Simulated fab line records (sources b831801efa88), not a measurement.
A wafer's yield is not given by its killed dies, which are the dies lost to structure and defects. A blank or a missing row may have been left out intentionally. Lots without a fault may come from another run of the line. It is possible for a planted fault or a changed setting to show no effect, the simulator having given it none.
2 desks, one fault -- flow sfq line -- numbers are kept per desk, each desk with only its own; the story behind them comes last

AT THE TOOL OWNER'S DESK: litho track-01
The tool's own readings at SFQ_TRILAYER_M6_LITHO_COAT_159 (resist thk 600 nm): means of the sampled wafers that have a number, for each lot that ran on this tool. The brackets show how far a lot's mean lies from the usual mean; more than 4 standard deviations puts the lot out of limits, marked OUT.
Columns: A = spin speed rpm at SFQ_TRILAYER_M6_LITHO_COAT_159, usual 3000.0 rpm
lot,first seen here,A
L316,day 75 00:47,2997.7
L324,day 75 21:50,3057.9 (+34) OUT
L325,day 75 23:08,3057.5 (+34) OUT
L328,day 83 01:07,3000.6
L331,day 84 20:22,2998.9
Finding of this desk: L324, L325 out of limits; the first was L324 at day 75 21:50, on spin speed rpm at SFQ_TRILAYER_M6_LITHO_COAT_159. L316, L328, L331 stayed within limits.

METROLOGY DESK
What the gauges read, lot by lot, whatever tool the lot ran on: means of the sampled wafers that have a number. The brackets show how far a lot's mean lies from the usual mean; more than 4 standard deviations puts the lot out of limits, marked OUT.
Columns: A = C5_OVL at SFQ_C5_OVL_MEAS_937, usual 2 nm; B = M6_NB_RS at SFQ_M6_RS_MEAS_938, usual 0.886 ohm/sq; C = M6_OVL at SFQ_M6_OVL_MEAS_940, usual -2 nm
lot,first seen here,A,B,C
L316,day 74 23:15,3,0.872,2
L324,day 75 20:19,3,0.879,-5
L325,day 75 21:39,-0,0.883,3
L328,day 82 23:37,11,0.886,-7
L329,day 83 00:59,6,0.890,-6
L331,day 84 18:16,9,0.886,-2
This desk's finding: nothing out of limits on any of the 6 lots.

ALL TOGETHER
At day 75 21:50, on L324, L325, the tool owner's desk was in a position to raise an alarm.
From the metrology desk's view, nothing was out of limits.
The metrology desk holds a record of L324, L325, inside its limits.
All the named lots went through SFQ_TRILAYER_M6_LITHO_COAT_159 on litho track-01.

WHAT THE SIMULATOR HAD PUT IN
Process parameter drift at SFQ_TRILAYER_M6_LITHO_COAT_159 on litho track-01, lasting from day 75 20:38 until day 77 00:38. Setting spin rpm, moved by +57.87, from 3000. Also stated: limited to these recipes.
Lots struck among those shown: L324, L325.
Each desk's first reading out of limits, in hours after the fault started: the tool owner's desk, 1.
